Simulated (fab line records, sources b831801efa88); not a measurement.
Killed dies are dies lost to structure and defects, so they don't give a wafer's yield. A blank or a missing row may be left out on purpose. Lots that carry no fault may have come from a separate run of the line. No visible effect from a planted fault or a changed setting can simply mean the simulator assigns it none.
The tool behind it: which one? + flow gf180mcu + Sampling: 13 lots, 39 wafers, 3 of 602 route steps

## WHAT THE GAUGES READ, wafer by wafer
GF_VT_IMPLANT_OVL_MEAS_07. Usual: VT_IMPLANT_OVL typically reads -1.0 nm, with standard deviation 1.2.
| lot  | measured     | on         | VT_IMPLANT_OVL (nm) | flag |
|------|--------------|------------|---------------------|------|
| L360 | day 5 15:27  | overlay-02 | -2.5 -1.1 -1.9      |      |
| L362 | day 6 03:52  | overlay-02 | -1.1 -1.3 -2.6      |      |
| L363 | day 6 11:16  | overlay-02 | -1.4 -0.4 -0.9      |      |
| L364 | day 6 17:57  | overlay-01 | 2.1 0.7 1.0         |      |
| L365 | day 6 22:00  | overlay-01 | -0.5 -2.9 0.5       |      |
| L367 | day 7 14:43  | overlay-02 | -0.6 0.3 1.3        |      |
| L368 | day 7 20:40  | overlay-01 | 1.8 -0.5 1.1        |      |
| L371 | day 8 10:07  | overlay-01 | -1.7 0.4 -1.3       |      |
| L373 | day 9 01:15  | overlay-01 | -1.0 -1.2 -1.3      |      |
| L374 | day 9 05:17  | overlay-01 | -1.3 1.2 -0.1       |      |
| L380 | day 10 19:57 | overlay-02 | -1.4 -2.4 -1.0      |      |
| L381 | day 11 01:51 | overlay-01 | -1.8 -0.3 -1.0      |      |
| L383 | day 11 16:43 | overlay-02 | -1.3 -1.0 0.6       |      |

GF_VT_IMPLANT_OVL_MEAS_18. Usual: VT_IMPLANT_01_OVL typically reads -0.4 nm, with standard deviation 1.7.
| lot  | measured     | on         | VT_IMPLANT_01_OVL (nm) | flag |
|------|--------------|------------|------------------------|------|
| L360 | day 6 06:18  | overlay-01 | 2.1 0.6 1.2            |      |
| L362 | day 6 19:22  | overlay-02 | -1.0 -1.0 -2.3         |      |
| L363 | day 7 02:45  | overlay-02 | 1.0 0.9 -1.0           |      |
| L364 | day 7 10:04  | overlay-02 | -1.9 -0.7 -3.0         |      |
| L365 | day 7 14:10  | overlay-01 | 0.7 0.8 1.5            |      |
| L367 | day 8 07:15  | overlay-02 | 1.2 0.9 0.1            |      |
| L368 | day 8 12:49  | overlay-01 | 1.5 1.0 0.6            |      |
| L371 | day 9 03:10  | overlay-01 | 2.3 2.0 1.2            |      |
| L373 | day 9 18:33  | overlay-01 | 0.6 2.4 2.9            |      |
| L374 | day 9 23:22  | overlay-02 | -1.2 -1.3 -3.3         |      |
| L380 | day 11 14:57 | overlay-01 | -2.5 -2.7 -4.1         |      |
| L381 | day 11 21:18 | overlay-01 | 1.2 1.2 1.3            |      |
| L383 | day 12 12:31 | overlay-02 | -1.7 -1.7 -2.4         |      |

## WHICH TOOL RAN EACH LOT (tool, then ch and the chambers of the sampled wafers, then the start)
| lot  | GF_MVSD_STRIP_10                    |
|------|-------------------------------------|
| L360 | plasmaAsher-02 ch 0,1, day 4 11:44  |
| L362 | plasmaAsher-04 ch 0,1, day 4 22:35  |
| L363 | plasmaAsher-01 ch 0,1, day 5 05:47  |
| L364 | plasmaAsher-04 ch 0,1, day 5 11:09  |
| L365 | plasmaAsher-02 ch 1, day 5 15:17    |
| L367 | plasmaAsher-02 ch 0,1, day 6 07:26  |
| L368 | plasmaAsher-04 ch 0,1, day 6 12:43  |
| L371 | plasmaAsher-02 ch 0,1, day 7 01:52  |
| L373 | plasmaAsher-04 ch 0,1, day 7 15:47  |
| L374 | plasmaAsher-04 ch 0,1, day 7 19:31  |
| L380 | plasmaAsher-04 ch 0,1, day 9 07:23  |
| L381 | plasmaAsher-02 ch 0,1, day 9 14:17  |
| L383 | plasmaAsher-01 ch 0,1, day 10 03:04 |
- GF_MVSD_STRIP_10: strips in O2/N2.

## WHAT THE TOOLS THEMSELVES READ (means of the sampled wafers that have a number; where no wafer has one, the mark that the record gives instead)
GF_MVSD_STRIP_10. Usual: chamberPressureMTorr 1499.8 mTorr, standard deviation 1.4; drypumpMotorCurrentA 5.5 A, standard deviation 0.52; heaterPowerW 330 W, standard deviation 27; n2FlowSccm 300.0 sccm, standard deviation 0.92; oesProductAu 0.723 a.u., standard deviation 0.0042; stripTimeToEndpointS 37.03 s, standard deviation 0.1.
| lot  | tool           | chamberPressureMTorr (mTorr) | drypumpMotorCurrentA (A) | heaterPowerW (W) | n2FlowSccm (sccm) | oesProductAu (a.u.) | stripTimeToEndpointS (s) | flag |
|------|----------------|------------------------------|--------------------------|------------------|-------------------|---------------------|--------------------------|------|
| L360 | plasmaAsher-02 | 1499.7                       | 5.0                      | 316              | 299.8             | 0.724               | 37.18                    |      |
| L362 | plasmaAsher-04 | 1499.6                       | 5.5                      | 328              | 300.1             | 0.723               | 37.02                    |      |
| L363 | plasmaAsher-01 | 1500.0                       | 6.2                      | 339              | 299.9             | 0.721               | 36.85                    |      |
| L364 | plasmaAsher-04 | 1498.6                       | 5.5                      | 329              | 299.5             | 0.723               | 37.04                    |      |
| L365 | plasmaAsher-02 | 1501.1                       | 5.5                      | 354              | 300.5             | 0.722               | 36.98                    |      |
| L367 | plasmaAsher-02 | 1499.5                       | 5.0                      | 315              | 299.9             | 0.721               | 36.99                    |      |
| L368 | plasmaAsher-04 | 1500.9                       | 5.7                      | 334              | 300.8             | 0.726               | 36.95                    |      |
| L371 | plasmaAsher-02 | 1498.7                       | 5.2                      | 337              | 300.7             | 0.720               | 37.01                    |      |
| L373 | plasmaAsher-04 | 1498.4                       | 5.5                      | 328              | 300.5             | 0.722               | 37.08                    |      |
| L374 | plasmaAsher-04 | 1500.9                       | 5.5                      | 329              | 299.9             | 0.727               | 36.89                    |      |
| L380 | plasmaAsher-04 | 1501.0                       | 5.5                      | 330              | 299.8             | 0.725               | 37.02                    |      |
| L381 | plasmaAsher-02 | 1500.5                       | 5.0                      | 318              | 299.1             | 0.722               | 36.98                    |      |
| L383 | plasmaAsher-01 | 1500.6                       | 6.1                      | 323              | 300.6             | 0.721               | 36.89                    |      |

## THE ANSWER, worked out from the rows above alone
Rule: lot off if the mean of its wafers having a number is beyond 3 standard deviations from the usual mean. Also off: a lot with no number at a reading for which 4 or more lots have one. Where the step has rows for the other lots, those lots are counted as sound. First the gauges in route order, then the tools' own readings, where a lot's mean is used as printed above. The first step at which some lot is off is used, and at that step the reading that is off furthest; a lot without a number counts as furthest.
No lot is off at any reading shown: from this, nothing can be told.

## WHAT THE SIMULATOR PUT IN
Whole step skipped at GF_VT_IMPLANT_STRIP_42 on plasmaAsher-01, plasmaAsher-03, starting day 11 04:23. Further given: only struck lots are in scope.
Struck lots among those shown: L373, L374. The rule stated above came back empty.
